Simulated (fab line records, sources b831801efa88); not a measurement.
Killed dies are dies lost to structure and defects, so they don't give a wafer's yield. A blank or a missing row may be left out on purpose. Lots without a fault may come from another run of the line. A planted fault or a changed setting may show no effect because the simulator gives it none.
Which tool did it? | flow sky130 | 13 lots, 39 wafers sampled, at 3 steps of a route of 708

WHAT THE GAUGES READ, wafer by wafer
SKY_METAL5_THK_MEAS_06: measures by xrf. Usual: METAL5_ALCU_THK 1134 nm, standard deviation 13.
lot  | measured     | on            | METAL5_ALCU_THK (nm) | flag
L291 | day 43 05:22 | film_metro-01 | 1154 1140 1115       |
L292 | day 43 11:58 | film_metro-03 | 1124 1124 1141       |
L293 | day 43 20:09 | film_metro-01 | 1137 1142 1160       |
L294 | day 44 10:00 | film_metro-04 | 1156 1162 1135       |
L295 | day 44 13:51 | film_metro-03 | 1139 1136 1141       |
L297 | day 45 08:53 | film_metro-03 | 1149 1153 1132       |
L298 | day 45 15:43 | film_metro-03 | 1117 1136 1131       |
L299 | day 45 17:50 | film_metro-04 | 1137 1140 1132       |
L300 | day 45 23:52 | film_metro-03 | 1152 1139 1144       |
L301 | day 46 06:02 | film_metro-01 | 1127 1124 1128       |
L309 | day 48 02:14 | film_metro-01 | 1133 1140 1147       |
L312 | day 48 14:02 | film_metro-03 | 1144 1137 1148       |
L313 | day 48 21:45 | film_metro-01 | 1130 1132 1118       |

WHICH TOOL RAN EACH LOT (tool, then ch and the chambers of the sampled wafers, then the start)
lot  | SKY_METAL1_SPUTTER_01        | SKY_VIA4_SPUTTER_17
L291 | pvd_sputter-01, day 31 19:26 | pvd_sputter-02, day 43 04:23
L292 | pvd_sputter-01, day 32 07:07 | pvd_sputter-03, day 43 10:59
L293 | pvd_sputter-01, day 32 17:08 | pvd_sputter-03, day 43 19:05
L294 | pvd_sputter-01, day 33 09:21 | pvd_sputter-02, day 44 09:01
L295 | pvd_sputter-02, day 33 11:17 | pvd_sputter-03, day 44 12:52
L297 | pvd_sputter-01, day 34 11:00 | pvd_sputter-02, day 45 07:49
L298 | pvd_sputter-02, day 34 23:26 | pvd_sputter-02, day 45 14:43
L299 | pvd_sputter-01, day 35 00:20 | pvd_sputter-03, day 45 16:51
L300 | pvd_sputter-04, day 35 08:10 | pvd_sputter-02, day 45 22:43
L301 | pvd_sputter-02, day 35 15:57 | pvd_sputter-02, day 46 05:03
L309 | pvd_sputter-01, day 37 21:05 | pvd_sputter-03, day 48 01:13
L312 | pvd_sputter-04, day 38 17:38 | pvd_sputter-01, day 48 12:51
L313 | pvd_sputter-04, day 38 23:33 | pvd_sputter-03, day 48 20:46
- SKY_METAL1_SPUTTER_01: material TiN, target thk 20 nm, time 16.7 s.
- SKY_VIA4_SPUTTER_17: material TiN, target thk 20 nm, time 80 s.

WHAT THE TOOLS THEMSELVES READ (means of the sampled wafers that have a number; where no wafer has one, the mark that the record gives instead)
SKY_METAL1_SPUTTER_01. Usual: throttle_valve_pct 30.1 %, standard deviation 1.3.
lot  | tool           | throttle_valve_pct (%) | flag
L291 | pvd_sputter-01 | 30.4                   |
L292 | pvd_sputter-01 | 30.2                   |
L293 | pvd_sputter-01 | 31.2                   |
L294 | pvd_sputter-01 | 30.6                   |
L295 | pvd_sputter-02 | 29.9                   |
L297 | pvd_sputter-01 | 30.7                   |
L298 | pvd_sputter-02 | 30.0                   |
L299 | pvd_sputter-01 | 30.5                   |
L300 | pvd_sputter-04 | 29.7                   |
L301 | pvd_sputter-02 | 30.1                   |
L309 | pvd_sputter-01 | 30.5                   |
L312 | pvd_sputter-04 | 29.5                   |
L313 | pvd_sputter-04 | 29.6                   |

SKY_VIA4_SPUTTER_17. Usual: throttle_valve_pct 30.5 %, standard deviation 0.81.
lot  | tool           | throttle_valve_pct (%) | flag
L291 | pvd_sputter-02 | 30.7                   |
L292 | pvd_sputter-03 | 30.6                   |
L293 | pvd_sputter-03 | 30.1                   |
L294 | pvd_sputter-02 | 30.2                   |
L295 | pvd_sputter-03 | 29.8                   |
L297 | pvd_sputter-02 | 31.0                   |
L298 | pvd_sputter-02 | 30.7                   |
L299 | pvd_sputter-03 | 30.4                   |
L300 | pvd_sputter-02 | 31.4                   |
L301 | pvd_sputter-02 | 30.3                   |
L309 | pvd_sputter-03 | 30.4                   |
L312 | pvd_sputter-01 | 30.2                   |
L313 | pvd_sputter-03 | 30.7                   |

THE ANSWER, worked out from the rows above alone
Rule: a lot is off if the mean of its wafers that have a number lies more than 3 standard deviations from the usual mean. A lot without any number at a reading at which 4 lots or more have one is off too. The other lots that the step has rows for count as sound. The gauges are gone through in route order, then the tools' own readings, and for those a lot's mean is taken as printed above. The first step at which some lot is off is used, and at that step the reading that is off furthest; a lot without a number counts as furthest.
No lot is off at any reading shown: from this, nothing can be told.

WHAT THE SIMULATOR HAD PUT IN
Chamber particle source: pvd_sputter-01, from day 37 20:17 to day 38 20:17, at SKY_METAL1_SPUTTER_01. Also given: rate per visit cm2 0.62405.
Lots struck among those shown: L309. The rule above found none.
